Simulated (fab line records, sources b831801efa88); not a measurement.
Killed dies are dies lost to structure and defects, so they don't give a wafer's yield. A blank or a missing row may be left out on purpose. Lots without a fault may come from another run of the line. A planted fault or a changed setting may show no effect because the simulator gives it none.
fab line records | flow sky130
record lots=24 wafers=72 last_day=50
route steps=708 shown VT_ADJUST_HVTP@93 SD_P@330 SD_N@354 CONTACT@421 PASSIVATION@683
lots that met no fault: from a run of the same line without faults
start_h: hours from the record's first day to the start of the lot's first wafer shown | wait_h: hours since the lot's step before | " the same as in the row above | L1.1+2: a row that stands for several wafers | - no value, or no start given | * or withheld: withheld | < > ~ a bound
route shown NAME@n: a module of which the file shows steps, and the number in the route of the first | usual: mean/standard deviation of fault-free wafers | same: alike in all rows | chamber/n: place in a boat | sites: the reading at each site | _std_site: their standard deviation | _edge_site: outer sites' mean less inner sites' | radius_mm: how far each site lies from the wafer's centre | mask NAME#n: copy n | behind: the tool/chamber that last shaped the wafer | hold: why the lot was held/for how many hours/how that ended | device: the transistor (n, p or np) that didn't switch | end of line: the same wafers' tests at the end of the route | a step without rows: its recipe alone | killed: dies lost to structure and defects at the first sort, not the wafer's yield | map: a wafer's dies, x killed, . not, _ none there
set.NAME: the setting as run; set.NAME@STEP: as run at that earlier step | model.NAME: the simulator's own value behind a step, which no gauge read
steps of the route over a sample of lots; a table a step, a row a wafer
services: from which hour (start_h, from the record's first day; less than 0 if before it) a tool's chamber was out of use, for how many hours, and why
## steps
# step SKY_VT_ADJUST_HVTP_OVL_MEAS_08
# usual VT_ADJUST_HVTP_OVL=0.9/1.5
# columns lot.wafer tool chamber start_h wait_h VT_ADJUST_HVTP_OVL[nm]
L074.1 overlay-02 - 119.91 0.1 0.3
L074.2 " - " " 2.6
L074.3 " - " " 3.5
L075.3 overlay-02 - 126.07 0.1 0.7
L075.5 " - " " 1.7
L075.6 " - " " -0.2
L076.1 overlay-02 - 140.42 0.1 1.2
L076.2 " - " " 0.5
L076.6 " - " " 1.5
L077.2 overlay-01 - 144.37 0.1 -3.5
L077.4 " - " " -1.6
L077.6 " - " " -0.1
L078.3 overlay-02 - 153.22 0.1 1.0
L078.4 " - " " 0.6
L078.6 " - " " 1.3
L079.2 overlay-01 - 157.57 0.1 -0.8
L079.3 " - " " -1.1
L079.5 " - " " -1.0
L080.1 overlay-02 - 163.11 0.1 2.9
L080.3 " - " " 2.7
L080.6 " - " " 2.0
L081.1 overlay-02 - 165.96 0.1 -0.1
L081.4 " - " " 0.5
L081.5 " - " " 1.4
L082.1 overlay-02 - 174.51 0.1 0.6
L082.2 " - " " 1.5
L082.4 " - " " 2.6
L083.3 overlay-01 - 179.43 0.1 0.2
L083.5 " - " " 0.5
L083.6 " - " " -0.5
L084.1 overlay-02 - 185.21 0.1 -0.2
L084.2 " - " " 1.8
L084.5 " - " " 2.0
L085.3 overlay-02 - 194.93 0.1 0.9
L085.4 " - " " 1.9
L085.6 " - " " 1.3
L086.1 overlay-02 - 199.11 0.1 4.6
L086.4 " - " " 1.9
L086.6 " - " " 2.2
L087.1 overlay-01 - 202.96 0.1 -0.1
L087.3 " - " " -0.4
L087.6 " - " " 0.7
L088.3 overlay-01 - 209.42 0.1 -0.2
L088.5 " - " " -1.7
L088.6 " - " " -0.6
L089.3 overlay-02 - 216.52 0.1 0.5
L089.5 " - " " 1.2
L089.6 " - " " 1.2
L090.1 overlay-01 - 226.96 0.1 -0.2
L090.5 " - " " 0.9
L090.6 " - " " -1.1
L091.1 overlay-02 - 228.97 0.1 4.4
L091.5 " - " " 3.8
L091.6 " - " " 1.7
L092.1 overlay-01 - 233.11 0.1 0.3
L092.3 " - " " -0.3
L092.4 " - " " 0.8
L093.3 overlay-01 - 244.14 0.1 -1.9
L093.4 " - " " -0.9
L093.6 " - " " -0.6
L094.3 overlay-02 - 248.74 0.1 1.7
L094.4 " - " " 1.1
L094.6 " - " " 1.2
L095.1 overlay-02 - 254.62 0.1 0.8
L095.5 " - " " 3.8
L095.6 " - " " 2.2
L096.1 overlay-02 - 257.52 0.1 2.3
L096.2 " - " " 1.6
L096.5 " - " " 2.9
L097.1 overlay-02 - 267.06 0.1 2.6
L097.4 " - " " 2.1
L097.5 " - " " 2.3
# step SKY_SD_P_STRIP_10
# recipe chemistry=O2/N2 power_w=1400 pressure_mtorr=1500 platen_temp_c=withheld o2_flow_sccm=3000 n2_flow_sccm=300 overash_fraction=0.5
# usual chamber_pressure_mTorr=1500.0/1.4 drypump_motor_current_A=5.32/0.25 o2_flow_sccm=2999/8.6 oes_product_au=0.618/0.0046 strip_time_to_endpoint_s=17.47/0.036
# same overash_fraction=0.5
# columns lot.wafer tool chamber start_h wait_h chamber_pressure_mTorr drypump_motor_current_A o2_flow_sccm oes_product_au rf_hours_counter_h strip_time_to_endpoint_s
L074.1 plasma_asher-02 1 585.73 0.1 1499.3 5.16 2986 0.621 89 17.47
L074.2 " 0 " " 1498.1 5.66 3006 0.616 89 17.46
L074.3 " 1 " " 1498.5 5.14 2986 0.618 - 17.52
L075.3 plasma_asher-01 1 590.74 0.1 1497.8 5.56 3017 0.622 - 17.42
L075.5 " 1 " " 1499.4 5.55 3007 0.615 - 17.47
L075.6 " 0 " " 1500.3 5.14 3016 0.616 - 17.44
L076.1 plasma_asher-01 0 613.64 0.1 1499.9 5.15 3000 0.625 20 17.46
L076.2 " 1 " " 1499.3 5.54 2999 0.614 20 17.47
L076.6 " 1 " " 1501.0 5.54 2998 0.614 - 17.48
L077.2 plasma_asher-02 1 616.55 0.1 1500.4 5.10 3012 0.612 92 17.46
L077.4 " 0 " " 1499.8 5.61 3002 0.617 - 17.43
L077.6 " 0 " " 1499.4 5.65 3004 0.615 - 17.44
L078.3 plasma_asher-03 1 648.48 0.1 1497.8 4.93 2993 0.624 - 17.51
L078.4 " 0 " " 1499.5 5.47 2998 0.626 - 17.55
L078.6 " 0 " " 1499.1 5.44 2994 0.619 - 17.54
L080.1 plasma_asher-02 1 651.74 0.1 1497.3 5.14 2993 0.612 96 17.52
L080.3 " 0 " " 1500.5 5.64 3006 0.616 - 17.48
L080.6 " 0 " " 1499.6 5.66 3005 0.613 - 17.52
L081.1 plasma_asher-03 1 652.55 0.1 1500.3 4.93 2993 0.619 56 17.41
L081.4 " 1 " " 1498.9 4.92 2999 0.616 - 17.43
L081.5 " 0 " " 1500.0 5.43 2992 0.615 - 17.43
L079.2 plasma_asher-03 1 653.15 0.1 1501.8 4.98 2992 0.618 56 17.48
L079.3 " 0 " " 1503.0 5.44 2986 0.622 - 17.48
L079.5 " 1 " " 1502.1 4.96 2993 0.611 - 17.52
L082.1 plasma_asher-01 0 657.94 0.1 1498.8 5.15 3001 0.619 25 17.42
L082.2 " 1 " " 1498.1 5.57 3000 0.615 25 17.46
L082.4 " 1 " " 1498.2 5.57 2990 0.615 - 17.46
L083.3 plasma_asher-03 1 665.08 0.1 1499.0 4.97 3004 0.619 - 17.44
L083.5 " 0 " " 1501.3 5.46 3013 0.618 - 17.39
L083.6 " 1 " " 1499.8 4.98 2990 0.621 - 17.49
L085.3 plasma_asher-01 0 681.43 0.1 1497.8 5.14 3024 0.625 - 17.49
L085.4 " 1 " " 1500.3 5.56 3003 0.618 - 17.44
L085.6 " 0 " " 1499.2 5.14 3006 0.620 - 17.48
L084.1 plasma_asher-02 1 684.05 0.1 1499.4 5.17 2997 0.615 99 17.51
L084.2 " 0 " " 1501.1 5.63 2985 0.612 99 17.44
L084.5 " 0 " " 1501.8 5.67 2997 0.628 - 17.52
L086.1 plasma_asher-03 0 686.95 0.1 1501.8 5.43 2987 0.619 59 17.40
L086.4 " 0 " " 1498.4 5.43 2989 0.617 - 17.38
L086.6 " 1 " " 1498.1 4.95 2999 0.626 - 17.42
L087.1 plasma_asher-02 0 695.00 0.1 1500.7 5.63 3001 0.620 100 17.47
L087.3 " 1 " " 1498.9 5.14 3002 0.617 - 17.48
L087.6 " 0 " " 1500.2 5.63 2997 0.627 - 17.45
L088.3 plasma_asher-03 1 699.28 0.1 1500.9 4.90 2994 0.610 - 17.48
L088.5 " 1 " " 1501.8 4.90 3016 0.617 - 17.49
L088.6 " 0 " " 1501.7 5.45 2997 0.617 - 17.48
L089.3 plasma_asher-02 1 706.93 0.1 1500.6 5.14 2989 0.611 - 17.43
L089.5 " 1 " " 1499.0 5.18 2995 0.622 - 17.49
L089.6 " 0 " " 1499.1 5.64 2999 0.612 - 17.46
L090.1 plasma_asher-02 0 722.39 0.1 1498.0 5.65 3000 0.617 103 17.45
L090.5 " 1 " " 1501.5 5.13 2991 0.616 - 17.47
L090.6 " 0 " " 1501.4 5.65 3002 0.609 - 17.51
L091.1 plasma_asher-01 1 726.90 0.1 1500.3 5.55 2978 0.621 31 17.51
L091.5 " 1 " " 1499.1 5.56 2995 0.615 - 17.48
L091.6 " 0 " " 1501.0 5.14 2987 0.617 - 17.55
L092.1 plasma_asher-01 1 732.40 0.1 1499.1 5.54 3013 0.609 32 17.47
L092.3 " 0 " " 1498.4 5.15 3005 0.622 - 17.46
L092.4 " 1 " " 1499.4 5.56 2997 0.621 - 17.44
L093.3 plasma_asher-01 1 741.28 0.1 1498.6 5.54 3000 0.619 - 17.49
L093.4 " 0 " " 1498.7 5.14 2985 0.610 - 17.48
L093.6 " 0 " " 1501.3 5.15 2992 0.609 - 17.47
L094.3 plasma_asher-03 1 746.13 0.1 1499.6 4.98 3021 0.620 - 17.49
L094.4 " 0 " " 1501.9 5.43 3006 0.619 - 17.48
L094.6 " 0 " " 1501.8 5.42 3014 0.622 - 17.48
L095.1 plasma_asher-01 1 750.69 0.1 1501.9 5.54 2999 0.625 34 17.45
L095.5 " 1 " " 1500.3 5.54 2998 0.619 - 17.38
L095.6 " 0 " " 1498.0 5.15 2978 0.618 - 17.42
L096.1 plasma_asher-02 0 758.85 0.1 1499.8 5.64 3002 0.617 2 17.53
L096.2 " 1 " " 1501.4 5.12 3005 0.616 2 17.46
L096.5 " 1 " " 1498.3 5.10 3016 0.621 - 17.52
L097.1 plasma_asher-02 1 765.20 0.1 1498.3 5.15 2996 0.614 3 17.47
L097.4 " 0 " " 1499.7 5.60 3012 0.614 - 17.47
L097.5 " 0 " " 1498.9 5.62 3013 0.620 - 17.46
# step SKY_SD_N_TW_MEAS_12
# usual SD_N_TW=3979/32
# columns lot.wafer tool chamber start_h wait_h SD_N_TW
L074.1 film_metro-04 - 644.90 0.1 3995
L074.2 " - " " 3987
L074.3 " - " " 4004
L075.3 film_metro-01 - 649.41 0.1 3936
L075.5 " - " " 3960
L075.6 " - " " 3959
L076.1 film_metro-04 - 671.70 0.1 3997
L076.2 " - " " 3995
L076.6 " - " " 4006
L077.2 film_metro-03 - 674.41 0.1 3940
L077.4 " - " " 3944
L077.6 " - " " 3952
L078.3 film_metro-01 - 705.95 0.1 3923
L078.4 " - " " 3938
L078.6 " - " " 3928
L080.1 film_metro-04 - 709.13 0.1 3988
L080.3 " - " " 4018
L080.6 " - " " 3997
L081.1 film_metro-04 - 709.90 0.1 3978
L081.4 " - " " 3971
L081.5 " - " " 3979
L079.2 film_metro-04 - 710.64 0.1 4023
L079.3 " - " " 4005
L079.5 " - " " 4003
L082.1 film_metro-04 - 713.94 0.1 4000
L082.2 " - " " 3999
L082.4 " - " " 4010
L083.3 film_metro-04 - 719.95 0.1 3978
L083.5 " - " " 3983
L083.6 " - " " 3978
L085.3 film_metro-03 - 737.50 0.1 3951
L085.4 " - " " 3981
L085.6 " - " " 3983
L084.1 film_metro-04 - 739.33 0.1 3996
L084.2 " - " " 3984
L084.5 " - " " 3977
L086.1 film_metro-04 - 741.83 0.1 3973
L086.4 " - " " 3992
L086.6 " - " " 3990
L087.1 film_metro-01 - 750.64 0.1 3918
L087.3 " - " " 3923
L087.6 " - " " 3934
L088.3 film_metro-01 - 754.61 0.1 3946
L088.5 " - " " 3988
L088.6 " - " " 3961
L089.3 film_metro-01 - 761.62 0.1 3951
L089.5 " - " " 3933
L089.6 " - " " 3963
L090.1 film_metro-03 - 775.75 0.1 4007
L090.5 " - " " 3985
L090.6 " - " " 3984
L091.1 film_metro-01 - 779.93 0.1 3901
L091.5 " - " " 3907
L091.6 " - " " 3909
L092.1 film_metro-03 - 787.85 0.1 3998
L092.3 " - " " 3977
L092.4 " - " " 3996
L093.3 film_metro-03 - 796.07 0.1 3977
L093.4 " - " " 4000
L093.6 " - " " 4004
L094.3 film_metro-04 - 800.17 0.1 4033
L094.4 " - " " 4010
L094.6 " - " " 3999
L095.1 film_metro-04 - 804.15 0.1 3997
L095.5 " - " " 3997
L095.6 " - " " 4006
L096.1 film_metro-04 - 811.89 0.1 4013
L096.2 " - " " 4021
L096.5 " - " " 4014
L097.1 film_metro-04 - 819.15 0.1 3989
L097.4 " - " " 4001
L097.5 " - " " 3989
# step SKY_CONTACT_OVL_MEAS_15
# usual CONTACT_OVL=1/5.2
# columns lot.wafer tool chamber start_h wait_h CONTACT_OVL[nm]
L074.1 overlay-01 - 732.04 0.1 0
L074.2 " - " " -7
L074.3 " - " " 0
L075.3 overlay-01 - 738.12 0.1 2
L075.5 " - " " 1
L075.6 " - " " 6
L076.1 overlay-01 - 757.59 0.1 -8
L076.2 " - " " -7
L076.6 " - " " -5
L077.2 overlay-01 - 760.70 0.1 -3
L077.4 " - " " 4
L077.6 " - " " 4
L078.3 overlay-01 - 792.02 0.1 4
L078.4 " - " " -4
L078.6 " - " " 5
L080.1 overlay-01 - 794.74 0.1 8
L080.3 " - " " 6
L080.6 " - " " 4
L081.1 overlay-02 - 795.09 0.1 1
L081.4 " - " " -7
L081.5 " - " " -2
L079.2 overlay-01 - 795.97 0.1 1
L079.3 " - " " -4
L079.5 " - " " -3
L082.1 overlay-01 - 799.29 0.1 -7
L082.2 " - " " -1
L082.4 " - " " -9
L083.3 overlay-01 - 804.07 0.1 -1
L083.5 " - " " 0
L083.6 " - " " 4
L085.3 overlay-01 - 821.22 0.1 0
L085.4 " - " " 4
L085.6 " - " " 1
L084.1 overlay-02 - 824.97 0.1 -4
L084.2 " - " " -4
L084.5 " - " " -1
L086.1 overlay-01 - 825.66 0.1 -1
L086.4 " - " " 12
L086.6 " - " " 3
L087.1 overlay-01 - 834.36 0.1 0
L087.3 " - " " 4
L087.6 " - " " 0
L088.3 overlay-01 - 837.87 0.1 9
L088.5 " - " " 0
L088.6 " - " " 1
L089.3 overlay-01 - 845.55 0.1 2
L089.5 " - " " 3
L089.6 " - " " 2
L090.1 overlay-02 - 858.91 0.1 8
L090.5 " - " " 9
L090.6 " - " " 7
L091.1 overlay-02 - 864.46 0.1 -3
L091.5 " - " " 0
L091.6 " - " " 9
L092.1 overlay-01 - 872.59 0.1 16
L092.3 " - " " 11
L092.4 " - " " 9
L093.3 overlay-01 - 879.17 0.1 2
L093.4 " - " " 4
L093.6 " - " " 5
L094.3 overlay-02 - 882.92 0.1 6
L094.4 " - " " -2
L094.6 " - " " 1
L095.1 overlay-01 - 886.42 0.1 -9
L095.5 " - " " -2
L095.6 " - " " 1
L096.1 overlay-02 - 894.79 0.1 11
L096.2 " - " " 0
L096.5 " - " " 4
L097.1 overlay-01 - 901.61 0.1 3
L097.4 " - " " -6
L097.5 " - " " 4
# step SKY_CONTACT_SPUTTER_23
# recipe material=TiN target_thk_nm=20 chamber_pressure_pa=5 power_w=4000 time_s=80
# usual throttle_valve_pct=30.1/0.75
# columns lot.wafer tool chamber start_h wait_h throttle_valve_pct
L074.1 pvd_sputter-02 - 732.80 0.0 29.9
L074.2 " - " " 30.2
L074.3 " - " " 30.8
L075.3 pvd_sputter-02 - 738.91 0.0 30.1
L075.5 " - " " 30.4
L075.6 " - " " 28.9
L076.1 pvd_sputter-01 - 758.35 0.0 30.8
L076.2 " - " " 30.5
L076.6 " - " " 30.9
L077.2 pvd_sputter-02 - 761.45 0.0 30.3
L077.4 " - " " 28.7
L077.6 " - " " 30.1
L078.3 pvd_sputter-02 - 792.81 0.0 28.8
L078.4 " - " " 30.5
L078.6 " - " " 28.4
L081.1 pvd_sputter-03 - 795.85 0.0 30.2
L081.4 " - " " 30.5
L081.5 " - " " 30.1
L080.1 pvd_sputter-01 - 795.94 0.0 31.1
L080.3 " - " " 30.6
L080.6 " - " " 31.0
L079.2 pvd_sputter-03 - 796.72 0.0 30.5
L079.3 " - " " 30.0
L079.5 " - " " 30.2
L082.1 pvd_sputter-02 - 800.11 0.0 30.4
L082.2 " - " " 30.1
L082.4 " - " " 28.6
L083.3 pvd_sputter-03 - 804.88 0.0 30.9
L083.5 " - " " 30.2
L083.6 " - " " 30.6
L085.3 pvd_sputter-02 - 821.97 0.0 30.0
L085.4 " - " " 30.2
L085.6 " - " " 30.2
L084.1 pvd_sputter-02 - 825.73 0.0 28.5
L084.2 " - " " 30.0
L084.5 " - " " 30.2
L086.1 pvd_sputter-01 - 826.42 0.0 30.4
L086.4 " - " " 28.8
L086.6 " - " " 29.6
L087.1 pvd_sputter-02 - 835.22 0.0 30.0
L087.3 " - " " 30.6
L087.6 " - " " 30.0
L088.3 pvd_sputter-01 - 838.69 0.0 28.7
L088.5 " - " " 29.8
L088.6 " - " " 31.1
L089.3 pvd_sputter-02 - 846.73 0.0 30.6
L089.5 " - " " 30.0
L089.6 " - " " 30.7
L090.1 pvd_sputter-03 - 860.12 0.0 30.6
L090.5 " - " " 30.9
L090.6 " - " " 30.5
L091.1 pvd_sputter-01 - 865.62 0.0 29.8
L091.5 " - " " 29.8
L091.6 " - " " 31.3
L092.1 pvd_sputter-02 - 873.35 0.0 30.9
L092.3 " - " " 29.8
L092.4 " - " " 28.5
L093.3 pvd_sputter-03 - 879.92 0.0 30.8
L093.4 " - " " 30.5
L093.6 " - " " 30.6
L094.3 pvd_sputter-03 - 883.67 0.0 31.0
L094.4 " - " " 30.9
L094.6 " - " " 31.0
L095.1 pvd_sputter-03 - 887.21 0.0 30.5
L095.5 " - " " 30.1
L095.6 " - " " 30.6
L096.1 pvd_sputter-01 - 895.55 0.0 31.1
L096.2 " - " " 30.8
L096.5 " - " " 30.6
L097.1 pvd_sputter-01 - 902.81 0.0 30.6
L097.4 " - " " 29.0
L097.5 " - " " 30.6
# step SKY_PASSIVATION_CVD_02
# recipe material=Si3N4 target_thk_nm=540 temp_c=400 time_s=withheld rf_w=450
# usual heater_power_w=736/81
# columns lot.wafer tool chamber start_h wait_h heater_power_w
L074.1 pecvd-02 1 1026.43 0.1 696
L074.2 " 2 " " 702
L074.3 " 0 " " 678
L075.3 pecvd-04 1 1032.00 0.0 708
L075.5 " 2 " " 903
L075.6 " 0 " " 771
L076.1 pecvd-01 2 1049.02 0.1 684
L076.2 " 0 " " 761
L076.6 " 2 " " 717
L077.2 pecvd-04 1 1050.27 0.0 738
L077.4 " 0 " " 624
L077.6 " 2 " " 870
L078.3 pecvd-02 1 1075.71 0.0 764
L078.4 " 0 " " 666
L078.6 " 2 " " 624
L081.1 pecvd-04 1 1078.42 0.1 712
L081.4 " 1 " " 768
L081.5 " 0 " " 764
L080.1 pecvd-02 0 1078.84 0.1 646
L080.3 " 2 " " 641
L080.6 " 0 " " 651
L079.2 pecvd-01 0 1079.82 0.0 791
L079.3 " 1 " " 792
L079.5 " 2 " " 779
L082.1 pecvd-02 1 1080.58 0.1 617
L082.2 " 0 " " 577
L082.4 " 1 " " 666
L083.3 pecvd-04 2 1084.58 0.0 828
L083.5 " 0 " " 756
L083.6 " 1 " " 750
L085.3 pecvd-02 1 1099.62 0.0 706
L085.4 " 0 " " 554
L085.6 " 1 " " 730
L084.1 pecvd-04 0 1101.48 0.1 757
L084.2 " 1 " " 702
L084.5 " 2 " " 882
L086.1 pecvd-04 0 1103.19 0.1 710
L086.4 " 1 " " 735
L086.6 " 0 " " 742
L087.1 pecvd-01 0 1107.32 0.1 837
L087.3 " 2 " " 813
L087.6 " 1 " " 630
L088.3 pecvd-04 1 1108.93 0.0 733
L088.5 " 1 " " 764
L088.6 " 0 " " 716
L089.3 pecvd-01 0 1116.48 0.0 813
L089.5 " 0 " " 825
L089.6 " 2 " " 783
L090.1 pecvd-02 2 1125.98 0.1 714
L090.5 " 2 " " 582
L090.6 " 0 " " 678
L091.1 pecvd-04 2 1129.78 0.1 806
L091.5 " 0 " " 722
L091.6 " 1 " " 760
L092.1 pecvd-02 0 1137.63 0.1 619
L092.3 " 1 " " 759
L092.4 " 2 " " 568
L093.3 pecvd-01 0 1142.53 0.0 859
L093.4 " 2 " " 807
L093.6 " 1 " " 790
L094.3 pecvd-04 0 1144.93 0.0 729
L094.4 " 1 " " 667
L094.6 " 0 " " 757
L095.1 pecvd-01 0 1146.99 0.1 843
L095.5 " 2 " " 649
L095.6 " 1 " " 654
L096.1 pecvd-04 2 1153.73 0.1 875
L096.2 " 0 " " 770
L096.5 " 2 " " 889
L097.1 pecvd-01 2 1160.13 0.1 749
L097.4 " 2 " " 739
L097.5 " 0 " " 719
## services
# columns tool chamber start_h hours kind
pecvd-02 1 570.97 23.4 repair
pecvd-04 - 629.73 5.5 pm
pvd_sputter-02 - 630.57 1.8 repair
pecvd-04 - 666.22 1.6 repair
plasma_asher-02 - 668.92 2.1 repair
plasma_asher-01 - 700.62 4.9 repair
plasma_asher-02 - 733.75 9.0 pm
plasma_asher-01 - 750.92 2.8 pm
plasma_asher-01 - 813.90 14.6 pm
pvd_sputter-02 - 814.32 2.1 repair
pvd_sputter-02 - 870.27 2.4 repair
pecvd-04 - 880.88 6.0 pm
plasma_asher-02 - 958.20 0.5 repair
pvd_sputter-02 - 982.11 11.9 repair
plasma_asher-02 - 996.90 28.1 pm
pecvd-04 1 1010.24 3.5 repair
plasma_asher-01 - 1056.79 20.1 repair
pecvd-04 0 1058.25 9.4 repair
plasma_asher-02 - 1082.03 0.9 repair
pvd_sputter-02 - 1084.25 1.9 repair
plasma_asher-02 - 1143.23 0.8 repair
plasma_asher-02 - 1153.63 0.9 repair
plasma_asher-01 - 1153.64 2.6 repair
pecvd-04 0 1155.18 5.5 repair
## key
fault none
